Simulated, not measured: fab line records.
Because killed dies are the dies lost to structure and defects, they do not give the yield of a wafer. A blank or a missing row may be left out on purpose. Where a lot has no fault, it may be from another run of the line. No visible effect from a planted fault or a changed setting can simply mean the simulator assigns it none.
Chamber matching / flow gf180mcu / cmp-02 running GF_CONTACT_CMP_04: 4 sister chambers
The step polishes SiO2. 22 wafers are shown with their chamber, then 11 later ones without.

## EACH WAFER AND ITS CHAMBER
wafer=L076.1; chamber=3; motor current A (A)=13.8; head pressure psi (psi)=4.009; time to endpoint s (s)=112
wafer=L076.2; chamber=1; motor current A (A)=12.9; head pressure psi (psi)=3.993; time to endpoint s (s)=108
wafer=L076.6; chamber=0; motor current A (A)=11.7; head pressure psi (psi)=4.013; time to endpoint s (s)=113
wafer=L077.1; chamber=3; motor current A (A)=13.7; head pressure psi (psi)=4.014; time to endpoint s (s)=111
wafer=L077.2; chamber=0; motor current A (A)=11.6; head pressure psi (psi)=3.990; time to endpoint s (s)=113
wafer=L077.3; chamber=2; motor current A (A)=14.5; head pressure psi (psi)=3.998; time to endpoint s (s)=108
wafer=L078.1; chamber=3; motor current A (A)=13.7; head pressure psi (psi)=4.004; time to endpoint s (s)=112
wafer=L078.2; chamber=0; motor current A (A)=12.1; head pressure psi (psi)=3.994; time to endpoint s (s)=117
wafer=L078.3; chamber=1; motor current A (A)=13.2; head pressure psi (psi)=3.988; time to endpoint s (s)=112
wafer=L080.1; chamber=3; motor current A (A)=13.7; head pressure psi (psi)=4.003; time to endpoint s (s)=107
wafer=L080.2; chamber=1; motor current A (A)=12.7; head pressure psi (psi)=4.011; time to endpoint s (s)=116
wafer=L080.4; chamber=0; motor current A (A)=12.2; head pressure psi (psi)=4.009; time to endpoint s (s)=115
wafer=L081.1; chamber=2; motor current A (A)=13.7; head pressure psi (psi)=3.997; time to endpoint s (s)=116
wafer=L081.5; chamber=3; motor current A (A)=13.3; head pressure psi (psi)=3.998; time to endpoint s (s)=123
wafer=L081.6; chamber=2; motor current A (A)=14.2; head pressure psi (psi)=4.008; time to endpoint s (s)=118
wafer=L083.1; chamber=0; motor current A (A)=11.9; head pressure psi (psi)=4.004; time to endpoint s (s)=107
wafer=L083.3; chamber=2; motor current A (A)=13.6; head pressure psi (psi)=3.996; time to endpoint s (s)=112
wafer=L083.6; chamber=1; motor current A (A)=12.8; head pressure psi (psi)=3.995; time to endpoint s (s)=112
wafer=L084.1; chamber=3; motor current A (A)=14.1; head pressure psi (psi)=3.996; time to endpoint s (s)=108
wafer=L084.2; chamber=1; motor current A (A)=12.7; head pressure psi (psi)=4.010; time to endpoint s (s)=114
wafer=L084.4; chamber=0; motor current A (A)=11.2; head pressure psi (psi)=3.992; time to endpoint s (s)=120
wafer=L089.1; chamber=3; motor current A (A)=13.8; head pressure psi (psi)=4.002; time to endpoint s (s)=114

SIGNATURES (means of the wafers above)
reading=motor current A; chamber 0=11.783; chamber 1=12.860; chamber 2=14.000; chamber 3=13.729; scatter within a chamber=0.309
reading=head pressure psi; chamber 0=4.00033; chamber 1=3.99940; chamber 2=3.99975; chamber 3=4.00371; scatter within a chamber=0.00825
reading=time to endpoint s; chamber 0=114.17; chamber 1=112.40; chamber 2=113.50; chamber 3=112.43; scatter within a chamber=4.45
Rule: a wafer lies at a distance from a chamber equal to the root of the sum of squares, over the readings, of (its reading less the chamber's mean, divided by the reading's scatter). The wafer belongs to the nearest chamber; if the next one is less than 2 further off, it can't be placed. The scatter: take each reading less its chamber's mean, square it, sum over the shown wafers, divide by the number of wafers less the number of chambers, and take the root.

## WAFERS WITH NO CHAMBER GIVEN
wafer=L089.2; motor current A (A)=11.7; head pressure psi (psi)=3.995; time to endpoint s (s)=112
wafer=L089.3; motor current A (A)=13.1; head pressure psi (psi)=3.988; time to endpoint s (s)=118
wafer=L091.2; motor current A (A)=12.0; head pressure psi (psi)=3.994; time to endpoint s (s)=118
wafer=L091.3; motor current A (A)=13.8; head pressure psi (psi)=3.980; time to endpoint s (s)=115
wafer=L091.4; motor current A (A)=13.5; head pressure psi (psi)=3.984; time to endpoint s (s)=123
wafer=L092.2; motor current A (A)=13.0; head pressure psi (psi)=4.000; time to endpoint s (s)=112
wafer=L092.5; motor current A (A)=13.3; head pressure psi (psi)=3.998; time to endpoint s (s)=118
wafer=L092.6; motor current A (A)=13.6; head pressure psi (psi)=3.988; time to endpoint s (s)=117
wafer=L093.2; motor current A (A)=13.4; head pressure psi (psi)=3.995; time to endpoint s (s)=111
wafer=L093.3; motor current A (A)=13.8; head pressure psi (psi)=3.988; time to endpoint s (s)=102
wafer=L093.5; motor current A (A)=12.4; head pressure psi (psi)=3.994; time to endpoint s (s)=117

## WHICH CHAMBER EACH ONE RAN IN
wafer=L089.2; from the rows above=0; in truth=0
wafer=L089.3; from the rows above=can't be placed: 1 or 3 or 2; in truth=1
wafer=L091.2; from the rows above=can't be placed: 0 or 1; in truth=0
wafer=L091.3; from the rows above=can't be placed: 2 or 3 or 1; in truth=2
wafer=L091.4; from the rows above=can't be placed: 2 or 3 or 1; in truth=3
wafer=L092.2; from the rows above=can't be placed: 1 or 3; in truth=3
wafer=L092.5; from the rows above=can't be placed: 1 or 3 or 2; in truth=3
wafer=L092.6; from the rows above=can't be placed: 2 or 3 or 1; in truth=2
wafer=L093.2; from the rows above=can't be placed: 3 or 1 or 2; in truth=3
wafer=L093.3; from the rows above=can't be placed: 2 or 3 or 1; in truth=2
wafer=L093.5; from the rows above=can't be placed: 1 or 0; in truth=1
Correctly placed: 1 of 11. Unplaceable from these rows: 10, with the true chamber sitting among the candidates in 10. 0 placed wrongly.
